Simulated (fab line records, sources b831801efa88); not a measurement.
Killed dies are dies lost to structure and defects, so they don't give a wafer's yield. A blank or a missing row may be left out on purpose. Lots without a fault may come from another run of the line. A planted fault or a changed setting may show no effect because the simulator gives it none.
Split-lot experiment | flow sky130 | 5 lots, 23 wafers read, on a route of 708 steps

THE SPLIT
At SKY_VIA4_CMP_02 (polishes SiO2), the setting leave_above_ref_nm was moved away from the recipe's 580 nm on 7 of the 23 wafers read, by -6.8% to +2.3%. The other wafers ran this setting at the recipe's value.

FROM THE SPLIT TO THE READING: what the file shows between them, 4 steps
- SKY_VIA4_SOFTBAKE_07: time 60 s (also split here: temp_c)
- SKY_VIA4_EXPOSE_08: exposes mask VIM4, target cd 800 nm
- SKY_VIA4_PEB_09
- SKY_VIA4_DEVELOP_10: develop time 60 s

THE READING
oes_product_au, in a.u., at SKY_VIA4_ETCH_12 (etches SiO2 in C4F8/O2/Ar, stops on TiN, target depth 580 nm). Fault-free wafers of this fab line usually give 0.926 a.u., standard deviation 0.0054 a.u..

wafer  | tool, chamber at the split | leave_above_ref_nm as run, nm | against the recipe | oes_product_au, a.u. | against lot-mates on the recipe
L074.1 | cmp-01, 3                  | 580                           | recipe             | 0.931                | -
L074.2 | cmp-01, 2                  | 580                           | recipe             | 0.924                | -
L074.3 | cmp-01, 1                  | 580                           | recipe             | 0.927                | -
L074.5 | cmp-01, 3                  | 580                           | recipe             | 0.922                | -
L074.6 | cmp-01, 2                  | 580                           | recipe             | 0.927                | -
L077.1 | cmp-01, 3,1                | 580                           | recipe             | 0.923                | -
L077.2 | cmp-01, 2                  | 580                           | recipe             | 0.920                | -
L077.3 | cmp-01, 0                  | 593.4                         | +2.3%              | 0.941                | +0.016
L077.4 | cmp-01, 3,1                | 580                           | recipe             | 0.931                | -
L077.5 | cmp-01, 3                  | 593.4                         | +2.3%              | 0.940                | +0.015
L079.2 | cmp-01, 3                  | 580                           | recipe             | 0.938                | -
L079.3 | cmp-01, 2                  | 540.3                         | -6.8%              | 0.897                | -0.036
L079.4 | cmp-01, 1                  | 540.3                         | -6.8%              | 0.882                | -0.051
L079.5 | cmp-01, 2                  | 540.3                         | -6.8%              | 0.882                | -0.051
L079.6 | cmp-01, 1                  | 580                           | recipe             | 0.929                | -
L080.1 | cmp-01, 0                  | 567.6                         | -2.1%              | 0.907                | -0.019
L080.2 | cmp-01, 2,1                | 580                           | recipe             | 0.930                | -
L080.3 | cmp-01, 2,1                | 580                           | recipe             | 0.924                | -
L080.4 | cmp-01, 3                  | 580                           | recipe             | 0.924                | -
L080.5 | cmp-01, 3                  | 567.6                         | -2.1%              | 0.910                | -0.016
L082.4 | cmp-01, 0                  | 580                           | recipe             | 0.926                | -
L082.5 | cmp-01, 1                  | 580                           | recipe             | 0.925                | -
L082.6 | cmp-01, 2                  | 580                           | recipe             | 0.925                | -
Where a row lists several chambers, the file gives one row for several wafers and doesn't say which wafer went through which chamber.

THE FIT
A straight line over all 23 wafers: oes_product_au changes by +0.00591 a.u. for each +1% of leave_above_ref_nm; r = +0.95; the points scatter about the line by 0.0049 a.u..
The same after taking each lot's own level away (the mean of its wafers on the recipe; 23 wafers): +0.00685 a.u. for each +1%; r = +0.98; scatter 0.0041 a.u..
On that fit, the largest move of leave_above_ref_nm shifts the reading by 0.047 a.u..
The lots' own levels span 0.9247 to 0.9335 a.u., that is 1.6 times the standard deviation above.
So the lot-to-lot level changes the slope: the two fits differ.
Check: with one of the wafers moved furthest among these (-6.8%) left out of the fit, the line predicts -0.0515 a.u. for it against its lot-mates. It came out at -0.0365 a.u. against them.

OTHER SPLITS ON THESE WAFERS
These wafers also went through other splits before the reading. Each is held against what the fit with the lots' levels taken away leaves over:
other split on the same wafers    | wafers away from the commonest value | r with oes_product_au (lot level and that fit taken away)
SKY_CAPM_SOFTBAKE_08 temp_c       | 11                                   | +0.04
SKY_VIA3_HDPCVD_00 sih4_flow_sccm | 6                                    | -0.05
SKY_VIA3_SPUTTER_20 time_s        | 10                                   | -0.13
SKY_CAP2M_METAL_ETCH_13 icp_w     | 11                                   | +0.20
SKY_METAL4_COAT_08 spin_rpm       | 7                                    | +0.23
SKY_METAL4_ETCH_16 time_s         | 10                                   | -0.07
SKY_VIA4_SOFTBAKE_07 temp_c       | 5                                    | -0.40

THE WHOLE CHAIN: every reading that the file lists as answering this split, in the file's order
step             | what it does                                                 | reading                                                                        | change (the file's fit)                   | r (the file's)
SKY_VIA4_CMP_02  | polishes SiO2                                                | SiO2_of_VIA4_HDPCVD_00.thk_nm (the simulator's own value, which no gauge read) | +5.71 nm for each +1% of the setting      | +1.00
SKY_VIA4_ETCH_12 | etches SiO2 in C4F8/O2/Ar, stops on TiN, target depth 580 nm | oes_product_au                                                                 | +0.00692 a.u. for each +1% of the setting | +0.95
SKY_VIA4_ETCH_12 | etches SiO2 in C4F8/O2/Ar, stops on TiN, target depth 580 nm | VIA4.feature_depth_nm (the simulator's own value, which no gauge read)         | +5.76 nm for each +1% of the setting      | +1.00

THE FILE'S OWN FIT
oes_product_au changes by +0.00692 a.u. for each +1% of leave_above_ref_nm, r = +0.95.
